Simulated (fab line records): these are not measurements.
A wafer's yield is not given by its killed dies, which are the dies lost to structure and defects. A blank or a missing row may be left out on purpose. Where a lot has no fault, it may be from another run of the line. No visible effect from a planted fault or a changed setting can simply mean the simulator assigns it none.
fab line records ; flow sfqLine
record lots=6; wafers=18; lastDay=89
route steps=325 shown L0V@27 M0@28
lots untouched by any fault: they come from a run of this same line in which no faults occurred
startH: the number of hours between the record's first day and the start of the first shown wafer of the lot ; waitH: hours elapsed since this lot's preceding step ; " as in the row above ; L1.1+2: several wafers, shown together as one row ; - no value, or no start was given ; * or withheld: withheld ; < > ~ a bound
route shown NAME@n: names a module that has steps shown in the file, with the first one's number in the route ; usual: the fault-free wafers' mean and standard deviation ; same: alike in all rows ; chamber/n: place in a boat ; sites: the reading at each site ; _std_site: the values' standard deviation ; _edge_site: the outer-site mean with the inner-site mean subtracted ; radiusMm: for every site, how far away it sits from the centre of the wafer ; mask NAME#n: copy n ; behind: the tool/chamber that last shaped the wafer ; hold: the reason the lot was held/the length of the hold in hours/how it ended ; device: the n, p or np transistor that did not switch ; end of line: tests of these same wafers at the route's end ; for a step that has no rows: nothing shown but its recipe ; killed: at the first sort, the dies lost to defects and structure; wafer yield is something else ; map: a wafer's dies, x killed, . not, _ none there
set.NAME: the setting as run; set.NAME@STEP: as run at that earlier step ; model.NAME: the simulator's own value behind a step, which no gauge read
lots seen at some steps along the route; tables by step, rows by wafer
services: the hour from which a tool's chamber was out of use, counted from the record's first day as startH (under 0 if before that day), plus the number of hours and why
## steps
# step SFQ_TRILAYER_L0_VIA_STRIP_SOLV_CLEAN_018
# recipe chemistry=NMP; tempC=70; timeS=600
# step SFQ_TRILAYER_M0_DEP_PRE_CLEAN_020
# recipe gas=Ar; timeS=15; biasV=250
# step SFQ_TRILAYER_M0_DEP_SPUTTER_019
# recipe material=Nb; basePressurePa=1.33e-06; chamberPressurePa=0.1333; substrateTempC=20; resputterCathodeVoltageV=400; targetThkNm=200; powerW=2000; timeS=133.3
# usual throttleValvePct=30.2/0.87
lot.wafer;tool;chamber;startH;waitH;throttleValvePct
L149.4;pvdSputter-06;-;162.70;0.0;29.7
L149.5;pvdSputter-06;-;162.70;0.0;29.0
L149.6;pvdSputter-06;-;162.70;0.0;29.9
L155.1;pvdSputter-03;-;223.36;0.0;31.0
L155.3;pvdSputter-03;-;223.36;0.0;29.3
L155.5;pvdSputter-03;-;223.36;0.0;31.9
L162.1;pvdSputter-06;-;269.28;0.0;29.9
L162.2;pvdSputter-06;-;269.28;0.0;28.7
L162.6;pvdSputter-06;-;269.28;0.0;30.0
L163.1;pvdSputter-06;-;279.88;0.0;30.2
L163.2;pvdSputter-06;-;279.88;0.0;29.8
L163.6;pvdSputter-06;-;279.88;0.0;30.1
L164.2;pvdSputter-06;-;283.48;0.0;29.0
L164.4;pvdSputter-06;-;283.48;0.0;31.1
L164.5;pvdSputter-06;-;283.48;0.0;29.8
L165.1;pvdSputter-06;-;295.61;0.0;30.0
L165.4;pvdSputter-06;-;295.61;0.0;29.9
L165.6;pvdSputter-06;-;295.61;0.0;31.3
# step SFQ_M0_RS_MEAS_904
# recipe thkMeasGauge=four-point-probe; reads=Nb_of_TRILAYER_M0_DEP_SPUTTER_019
# usual M0_NB_RS=0.891/0.0086
lot.wafer;tool;chamber;startH;waitH;M0_NB_RS[ohm/sq]
L149.4;filmMetro-02;-;162.85;0.1;0.892
L149.5;filmMetro-02;-;162.85;0.1;0.897
L149.6;filmMetro-02;-;162.85;0.1;0.896
L155.1;filmMetro-02;-;223.45;0.0;0.895
L155.3;filmMetro-02;-;223.45;0.0;0.906
L155.5;filmMetro-02;-;223.45;0.0;0.907
L162.1;filmMetro-03;-;269.37;0.0;0.886
L162.2;filmMetro-03;-;269.37;0.0;0.891
L162.6;filmMetro-03;-;269.37;0.0;0.885
L163.1;filmMetro-02;-;279.97;0.0;0.889
L163.2;filmMetro-02;-;279.97;0.0;0.881
L163.6;filmMetro-02;-;279.97;0.0;0.894
L164.2;filmMetro-02;-;283.59;0.1;0.896
L164.4;filmMetro-02;-;283.59;0.1;0.897
L164.5;filmMetro-02;-;283.59;0.1;0.899
L165.1;filmMetro-01;-;295.70;0.0;0.895
L165.4;filmMetro-01;-;295.70;0.0;0.883
L165.6;filmMetro-01;-;295.70;0.0;0.891
# step SFQ_TRILAYER_M0_LITHO_COAT_026
# recipe resist=BARC; spinRpm=3000; resistThkNm=62
# step SFQ_TRILAYER_M0_LITHO_COAT_021
# recipe resist=KrF; spinRpm=3000; resistThkNm=600
# step SFQ_TRILAYER_M0_LITHO_SOFTBAKE_025
# recipe tempC=withheld; timeS=withheld; resist=KrF
# step SFQ_TRILAYER_M0_LITHO_EXPOSE_022
# recipe maskId=M0; na=0.6; sourceShape=conventional; sigmaOuter=0.65; targetCdNm=500; doseMj=14.4
# step SFQ_TRILAYER_M0_LITHO_PEB_024
# recipe pebTempC=115; pebTimeS=60; resist=KrF
# step SFQ_TRILAYER_M0_LITHO_DEVELOP_023
# recipe timeS=60; resist=KrF
# step SFQ_M0_OVL_MEAS_906
# usual M0_OVL=0/4.7
lot.wafer;tool;chamber;startH;waitH;M0_OVL[nm]
L149.4;overlay-01;-;265.78;0.1;1
L149.5;overlay-01;-;265.78;0.1;1
L149.6;overlay-01;-;265.78;0.1;1
L155.1;overlay-02;-;343.89;0.1;2
L155.3;overlay-02;-;343.89;0.1;1
L155.5;overlay-02;-;343.89;0.1;-4
L162.1;overlay-02;-;399.34;0.1;-1
L162.2;overlay-02;-;399.34;0.1;4
L162.6;overlay-02;-;399.34;0.1;0
L163.1;overlay-01;-;412.54;0.1;4
L163.2;overlay-01;-;412.54;0.1;6
L163.6;overlay-01;-;412.54;0.1;4
L164.2;overlay-01;-;417.34;0.1;6
L164.4;overlay-01;-;417.34;0.1;6
L164.5;overlay-01;-;417.34;0.1;7
L165.1;overlay-01;-;428.26;0.1;8
L165.4;overlay-01;-;428.26;0.1;2
L165.6;overlay-01;-;428.26;0.1;1
# step SFQ_TRILAYER_M0_BARC_OPEN_METAL_ETCH_031
# recipe maskMaterial=PR; chemistry=O2; targetDepthNm=125; target=BARC; icpW=600; biasW=80; pressureMtorr=10; timeS=41.7
# usual drypumpMotorCurrentA=5.51/0.24; heBacksideLeakSccm=3.5/0.46; oesProductAu=0.684/0.005; runLengthS=70.2/0.37
lot.wafer;tool;chamber;startH;waitH;drypumpMotorCurrentA;heBacksideLeakSccm;oesProductAu;rfHoursCounterH;runLengthS;model.KrF_of_TRILAYER_M0_LITHO_COAT_021.thkNm
L149.4;rieMetal-03;1;265.82;0.0;5.30;3.3;0.681;-;70.5;522.1
L149.5;rieMetal-03;0;265.82;0.0;5.54;3.7;0.679;-;70.3;522.2
L149.6;rieMetal-03;1;265.82;0.0;5.30;3.6;0.685;-;70.6;521.9
L155.1;rieMetal-01;1;343.92;0.0;5.71;3.2;0.684;14;70.3;521.9
L155.3;rieMetal-01;0;343.92;0.0;5.84;3.6;0.683;-;70.1;522
L155.5;rieMetal-01;0;343.92;0.0;5.81;3.6;0.680;-;69.9;522.1
L162.1;rieMetal-01;1;399.37;0.0;5.73;3.2;0.689;21;70.1;520.3
L162.2;rieMetal-01;0;399.37;0.0;5.80;3.6;0.723;90;66.7;524.5
L162.6;rieMetal-01;1;399.37;0.0;5.72;3.2;0.678;-;70.4;520.5
L163.1;rieMetal-03;0;412.57;0.0;5.58;3.7;0.690;118;69.9;520.6
L163.2;rieMetal-03;0;412.57;0.0;5.54;3.4;0.693;-;70.2;520.4
L163.6;rieMetal-03;0;412.57;0.0;5.55;3.6;0.680;-;70.3;517.8
L164.2;rieMetal-01;1;417.37;0.0;5.72;3.4;0.684;24;70.6;521
L164.4;rieMetal-01;0;417.37;0.0;5.82;3.7;0.723;-;66.5;524.4
L164.5;rieMetal-01;1;417.37;0.0;5.74;3.4;0.685;-;70.1;518.6
L165.1;rieMetal-03;0;428.30;0.0;5.62;3.7;0.687;122;70.0;526.6
L165.4;rieMetal-03;0;428.30;0.0;5.60;3.9;0.683;-;70.0;524.7
L165.6;rieMetal-03;1;428.30;0.0;5.32;3.5;0.678;-;70.7;525.6
# step SFQ_TRILAYER_M0_ETCH_METAL_ETCH_024
# recipe target=Nb; stopOn=SiO2; maskMaterial=PR; chemistry=Cl2/Ar; targetDepthNm=240; icpW=600; biasW=80; pressureMtorr=10; timeS=120
# usual drypumpMotorCurrentA=5.52/0.24; heBacksideLeakSccm=3.5/0.38; oesProductAu=0.894/0.0063; runLengthS=148.5/0.39
lot.wafer;tool;chamber;startH;waitH;drypumpMotorCurrentA;heBacksideLeakSccm;oesProductAu;rfHoursCounterH;runLengthS;model.KrF_of_TRILAYER_M0_LITHO_COAT_021.thkNm
L149.4;rieMetal-03;1;265.90;0.1;5.29;3.1;0.894;-;148.5;380.6
L149.5;rieMetal-03;0;265.90;0.1;5.63;3.5;0.890;-;148.5;380.3
L149.6;rieMetal-03;1;265.90;0.1;5.30;3.3;0.888;-;148.8;381.5
L155.1;rieMetal-01;1;343.98;0.0;5.72;3.3;0.893;14;148.3;380.8
L155.3;rieMetal-01;0;343.98;0.0;5.81;3.7;0.884;-;148.2;381.8
L155.5;rieMetal-01;0;343.98;0.0;5.81;3.8;0.880;-;148.4;381.8
L162.1;rieMetal-01;1;399.43;0.0;5.71;3.2;0.887;21;148.5;380.9
L162.2;rieMetal-01;0;399.43;0.0;5.81;3.8;0.904;90;148.2;384.3
L162.6;rieMetal-01;1;399.43;0.0;5.71;3.3;0.889;-;148.4;381.5
L163.1;rieMetal-03;0;412.69;0.1;5.58;3.8;0.892;118;148.1;377.9
L163.2;rieMetal-03;0;412.69;0.1;5.59;3.8;0.899;-;148.1;378.1
L163.6;rieMetal-03;0;412.69;0.1;5.58;3.9;0.883;-;148.4;374.7
L164.2;rieMetal-01;1;417.43;0.0;5.73;3.1;0.882;24;148.5;378.4
L164.4;rieMetal-01;0;417.43;0.0;5.83;3.7;0.893;-;148.2;382.3
L164.5;rieMetal-01;1;417.43;0.0;5.69;3.2;0.887;-;148.5;375.4
L165.1;rieMetal-03;0;428.36;0.0;5.61;3.9;0.893;122;148.2;384.7
L165.4;rieMetal-03;0;428.36;0.0;5.60;3.9;0.894;-;148.4;382.1
L165.6;rieMetal-03;1;428.36;0.0;5.29;3.4;0.893;-;148.8;385.2
# step SFQ_TRILAYER_M0_STRIP_STRIP_025
# recipe gas=O2; powerW=200; platenTempC=40; overashFraction=0.65; chemistry=O2; pressureMtorr=50
# usual drypumpMotorCurrentA=5.52/0.24; heBacksideLeakSccm=3.53/0.23; oesProductAu=0.998/0.0063
lot.wafer;tool;chamber;startH;waitH;drypumpMotorCurrentA;heBacksideLeakSccm;oesProductAu;rfHoursCounterH
L149.4;rieMetal-03;1;266.18;0.2;5.32;3.56;1.005;-
L149.5;rieMetal-03;0;266.18;0.2;5.59;3.44;1.002;-
L149.6;rieMetal-03;1;266.18;0.2;5.31;3.22;0.988;-
L155.1;rieMetal-01;1;344.11;0.1;5.69;3.03;0.999;14
L155.3;rieMetal-01;0;344.11;0.1;5.83;3.66;1.002;-
L155.5;rieMetal-01;0;344.11;0.1;5.80;3.54;0.994;-
L162.1;rieMetal-01;1;399.56;0.1;5.72;3.03;0.992;21
L162.2;rieMetal-01;0;399.56;0.1;5.84;3.56;0.994;91
L162.6;rieMetal-01;1;399.56;0.1;5.73;3.07;1.007;-
L163.1;rieMetal-03;0;412.94;0.2;5.59;3.75;0.990;118
L163.2;rieMetal-03;0;412.94;0.2;5.59;3.75;0.990;-
L163.6;rieMetal-03;0;412.94;0.2;5.58;3.64;1.003;-
L164.2;rieMetal-01;1;417.56;0.1;5.72;3.22;0.994;24
L164.4;rieMetal-01;0;417.56;0.1;5.84;3.49;0.990;-
L164.5;rieMetal-01;1;417.56;0.1;5.71;3.10;0.989;-
L165.1;rieMetal-03;0;428.48;0.1;5.60;3.77;1.007;122
L165.4;rieMetal-03;0;428.48;0.1;5.61;3.75;1.011;-
L165.6;rieMetal-03;1;428.48;0.1;5.35;3.68;0.995;-
## services
tool;chamber;startH;hours;kind
pvdSputter-03;-;223.89;1.9;repair
rieMetal-01;1;249.71;-;clean
rieMetal-01;1;249.71;14.2;scheduledDown
rieMetal-01;1;249.71;14.2;ventCycle
pvdSputter-06;-;280.24;0.8;repair
rieMetal-01;0;308.17;1.3;repair
rieMetal-03;1;317.69;13.7;repair
pvdSputter-03;3;351.37;-;consumableReplace:kit
pvdSputter-03;3;351.37;18.0;scheduledDown
pvdSputter-03;3;351.37;18.0;ventCycle
rieMetal-03;1;406.40;17.8;repair
## key
firstSign step=SFQ_TRILAYER_M0_BARC_OPEN_METAL_ETCH_031; reading=runLengthS; direction=down; sigmas=9.7; usual=*; struck=*
effect step=SFQ_TRILAYER_M0_BARC_OPEN_METAL_ETCH_031; reading=oesProductAu; direction=up; sigmas=7.7; usual=0.684; struck=0.723
modelEffect step=SFQ_TRILAYER_M0_BARC_OPEN_METAL_ETCH_031; value=KrF_of_TRILAYER_M0_LITHO_COAT_021.thkNm; without=520.6; struck=524.4
modelEffect step=SFQ_TRILAYER_M0_ETCH_METAL_ETCH_024; value=KrF_of_TRILAYER_M0_LITHO_COAT_021.thkNm; without=379.5; struck=383.3
metAt SFQ_TRILAYER_M0_BARC_OPEN_METAL_ETCH_031
struckWafers L162.2,L164.4
onsetBetween 343.92 399.37
fault kind=processParameterDrift; tool=rieMetal-01; chamber=0; onsetH=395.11; steps=SFQ_TRILAYER_M0_BARC_OPEN_METAL_ETCH_031; channel=timeS; offset=*; shape=step; endH=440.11; actsIn=*; stated=*
